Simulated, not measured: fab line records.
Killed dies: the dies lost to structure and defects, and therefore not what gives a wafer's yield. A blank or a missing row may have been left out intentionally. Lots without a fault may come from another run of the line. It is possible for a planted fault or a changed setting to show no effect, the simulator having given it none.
fab line records | flow gf180mcu
record lots=14 wafers=42 last-day=34
route steps=602 shown HV_LDD@202
lots with no fault: from the same line, run without faults
start-h: start of the lot's first displayed wafer, in hours after the record's first day | wait-h: hours since the lot's step before | " same as the row above | L1.1+2: several wafers, shown together as one row | - either no value or no given start | * or withheld: withheld | < > ~ a bound
route shown NAME@n: names a module that has steps shown in the file, with the first one's number in the route | usual: mean and standard deviation over wafers with no fault | same: alike in all rows | chamber/n: place in a boat | sites: readings site by site | _std_site: the standard deviation of these | _edge_site: inner sites' mean taken away from outer sites' mean | radius-mm: for every site, how far away it sits from the centre of the wafer | mask NAME#n: copy n | behind: the most recent tool/chamber to have shaped the wafer | hold: reason for holding the lot/hours on hold/outcome of the hold | device: the n, p or np transistor that did not switch | end of line: the same wafers' tests at the end of the route | step lacking rows: just its recipe | killed: not the wafer's yield, but the dies lost to structure and defects at the first sort | map: a wafer's dies, marking killed ones x, the rest . and places with no die _
set.NAME: setting as actually run; set.NAME@STEP: the setting as run at that earlier step | model.NAME: the simulator's own value behind a step, which no gauge read
a sample of lots followed through the steps of the route, with each step as a table and each wafer as a row
services: when a tool's chamber went out of use (start-h, in hours from the record's first day, below 0 if earlier), for how many hours, and the reason
## steps
# step GF_HV_LDD_COAT_26
# recipe resist=NOVOLAK spin-rpm=3000 resist-thk-nm=1000
# usual dispense-pressure-kPa=49/4.7
# columns lot.wafer tool chamber start-h wait-h dispense-pressure-kPa
L211.2 litho-track-01 0 243.93 0.1 43
L211.4 " 0 " " 43
L211.5 " 0 " " 43
L212.1 litho-track-02 0 250.75 0.1 49
L212.3 " 0 " " 49
L212.6 " 0 " " 49
L213.1 litho-track-01 0 259.26 0.1 43
L213.2 " 0 " " 43
L213.5 " 0 " " 43
L216.1 litho-track-02 0 282.45 0.1 49
L216.5 " 0 " " 49
L216.6 " 0 " " 49
L217.2 litho-track-01 0 287.23 0.1 43
L217.4 " 0 " " 43
L217.6 " 0 " " 43
L218.3 litho-track-01 0 296.85 0.1 43
L218.5 " 0 " " 43
L218.6 " 0 " " 43
L219.2 litho-track-02 0 305.33 0.1 49
L219.3 " 0 " " 49
L219.6 " 0 " " 49
L223.1 litho-track-02 0 340.05 0.1 49
L223.2 " 0 " " 49
L223.4 " 0 " " 49
L224.1 litho-track-02 0 342.50 0.1 49
L224.4 " 0 " " 49
L224.5 " 0 " " 49
L225.3 litho-track-02 0 352.15 0.1 49
L225.5 " 0 " " 49
L225.6 " 0 " " 49
L231.1 litho-track-04 0 394.04 0.1 55
L231.3 " 0 " " 55
L231.4 " 0 " " 55
L232.3 litho-track-04 0 402.44 0.1 55
L232.4 " 0 " " 55
L232.5 " 0 " " 55
L233.3 litho-track-01 0 410.90 0.1 43
L233.5 " 0 " " 43
L233.6 " 0 " " 43
L234.2 litho-track-04 0 422.26 0.1 55
L234.4 " 0 " " 55
L234.5 " 0 " " 55
# step GF_HV_LDD_CD_MEAS_31
# recipe target-cd-nm=400
# usual cd-nm=399.5/2.2
# columns lot.wafer tool chamber start-h wait-h cd-nm
L211.2 cd-sem-01 - 252.82 0.1 398.6
L211.4 " - " " 399.0
L211.5 " - " " 399.8
L212.1 cd-sem-01 - 260.16 0.1 398.6
L212.3 " - " " 397.1
L212.6 " - " " 397.8
L213.1 cd-sem-02 - 270.04 0.1 400.0
L213.2 " - " " 402.1
L213.5 " - " " 399.7
L216.1 cd-sem-01 - 292.50 0.1 397.2
L216.5 " - " " 397.1
L216.6 " - " " 397.1
L217.2 cd-sem-02 - 297.22 0.1 399.3
L217.4 " - " " 401.4
L217.6 " - " " 399.4
L218.3 cd-sem-01 - 307.28 0.1 400.0
L218.5 " - " " 400.3
L218.6 " - " " 401.3
L219.2 cd-sem-01 - 316.07 0.1 403.6
L219.3 " - " " 406.5
L219.6 " - " " 404.6
L223.1 cd-sem-02 - 350.25 0.1 397.1
L223.2 " - " " 398.3
L223.4 " - " " 399.1
L224.1 cd-sem-02 - 353.65 0.1 409.0
L224.4 " - " " 400.0
L224.5 " - " " 409.4
L225.3 cd-sem-02 - 363.14 0.1 399.2
L225.5 " - " " 410.6
L225.6 " - " " 397.8
L231.1 cd-sem-01 - 405.44 0.1 397.9
L231.3 " - " " 397.8
L231.4 " - " " 397.9
L232.3 cd-sem-01 - 414.14 0.1 398.7
L232.4 " - " " 397.2
L232.5 " - " " 400.2
L233.3 cd-sem-02 - 422.79 0.1 400.1
L233.5 " - " " 401.2
L233.6 " - " " 400.8
L234.2 cd-sem-02 - 435.01 0.1 396.8
L234.4 " - " " 395.7
L234.5 " - " " 395.8
# step GF_HV_LDD_STRIP_37
# recipe chemistry=O2/N2 power-w=1400 pressure-mtorr=1500 platen-temp-c=250 o2-flow-sccm=3000 n2-flow-sccm=300 overash-fraction=0.5
# usual drypump-motor-current-A=5.7/0.45 heater-power-w=324/22 oes-product-au=0.716/0.0047 strip-time-to-endpoint-s=12.64/0.038
# columns lot.wafer tool chamber start-h wait-h drypump-motor-current-A heater-power-w oes-product-au rf-hours-counter-h strip-time-to-endpoint-s
L211.2 plasma-asher-02 1 253.56 0.1 5.6 340 0.721 44 12.65
L211.4 " 1 " " 5.6 343 0.717 - 12.67
L211.5 " 0 " " 5.6 335 0.713 - 12.66
L212.1 plasma-asher-04 0 260.91 0.1 6.2 331 0.719 15 12.62
L212.3 " 0 " " 6.3 339 0.721 - 12.65
L212.6 " 1 " " 4.9 305 0.721 - 12.64
L213.1 plasma-asher-04 0 270.80 0.1 6.3 327 0.714 16 12.67
L213.2 " 1 " " 4.9 300 0.718 16 12.64
L213.5 " 1 " " 4.9 299 0.721 - 12.64
L216.1 plasma-asher-02 0 293.26 0.1 5.6 341 0.718 48 12.64
L216.5 " 0 " " 5.6 340 0.710 - 12.64
L216.6 " 1 " " 5.6 342 0.711 - 12.64
L217.2 plasma-asher-01 0 297.96 0.1 6.0 280 0.719 66 12.69
L217.4 " 0 " " 6.0 282 0.717 - 12.66
L217.6 " 1 " " 5.9 342 0.711 - 12.69
L218.3 plasma-asher-02 0 308.03 0.1 5.6 343 0.715 - 12.65
L218.5 " 1 " " 5.6 338 0.715 - 12.63
L218.6 " 0 " " 5.6 335 0.723 - 12.68
L219.2 plasma-asher-02 1 316.81 0.1 5.6 339 0.718 51 12.70
L219.3 " 0 " " 5.7 329 0.717 - 12.68
L219.6 " 1 " " 5.6 333 0.718 - 12.68
L223.1 plasma-asher-01 1 351.01 0.1 5.8 332 0.716 71 12.65
L223.2 " 0 " " 6.0 279 0.721 71 12.70
L223.4 " 0 " " 6.0 282 0.723 - 12.68
L224.1 plasma-asher-04 0 354.41 0.1 6.3 337 0.697 26 11.40
L224.4 " 1 " " 4.9 305 0.723 - 12.66
L224.5 " 0 " " 6.2 331 0.702 - 11.43
L225.3 plasma-asher-04 1 363.89 0.1 4.9 311 0.714 - 12.62
L225.5 " 1 " " 4.9 301 0.709 - 11.46
L225.6 " 0 " " 6.3 329 0.717 - 12.66
L231.1 plasma-asher-04 0 406.19 0.1 6.3 320 0.718 31 12.63
L231.3 " 1 " " 5.0 302 0.717 - 12.62
L231.4 " 0 " " 6.3 331 0.717 - 12.66
L232.3 plasma-asher-02 0 414.89 0.1 5.6 341 0.716 - 12.66
L232.4 " 1 " " 5.6 339 0.709 - 12.64
L232.5 " 1 " " 5.6 350 0.721 - 12.64
L233.3 plasma-asher-01 1 423.54 0.1 5.8 339 0.719 - 12.67
L233.5 " 1 " " 5.8 338 0.724 - 12.66
L233.6 " 0 " " 6.0 281 0.717 - 12.65
L234.2 plasma-asher-02 0 435.74 0.1 5.6 345 0.704 63 12.67
L234.4 " 1 " " 5.6 342 0.719 - 12.64
L234.5 " 1 " " 5.6 338 0.715 - 12.64
## services
# columns tool chamber start-h hours kind
litho-track-04 - 229.93 - consumable-replace:filter
plasma-asher-01 - 235.80 19.2 repair
plasma-asher-02 - 278.58 1.1 repair
plasma-asher-01 - 319.44 1.3 repair
plasma-asher-04 - 354.91 0.9 repair
plasma-asher-01 - 399.38 0.5 repair
plasma-asher-04 - 416.50 0.6 repair
## key
first-sign step=GF_HV_LDD_CD_MEAS_31 reading=cd-nm direction=up sigmas=4.6 usual=399.5 struck=409.7
effect step=GF_HV_LDD_STRIP_37 reading=strip-time-to-endpoint-s direction=down sigmas=32 usual=* struck=*
met-at GF_HV_LDD_COAT_26
struck-lots L224,L225
struck-wafers L224.1,L224.5,L225.5
tester-left-out L224,L225
onset-between 340.05 342.50
fault kind=process-parameter-drift tool=litho-track-02 chamber=- onset-h=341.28 steps=GF_HV_LDD_COAT_26 channel=resist-thk-nm offset=* shape=step end-h=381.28 scope=struck-wafers-only acts-in=* stated=*
# tester-left-out: of these lots the tester's yield and bins aren't shown, on N5 and GAA mostly nor the transistor test; their killed dies are dies lost to structure and defects alone, not to doping, threshold or leakage, so they don't give the yield
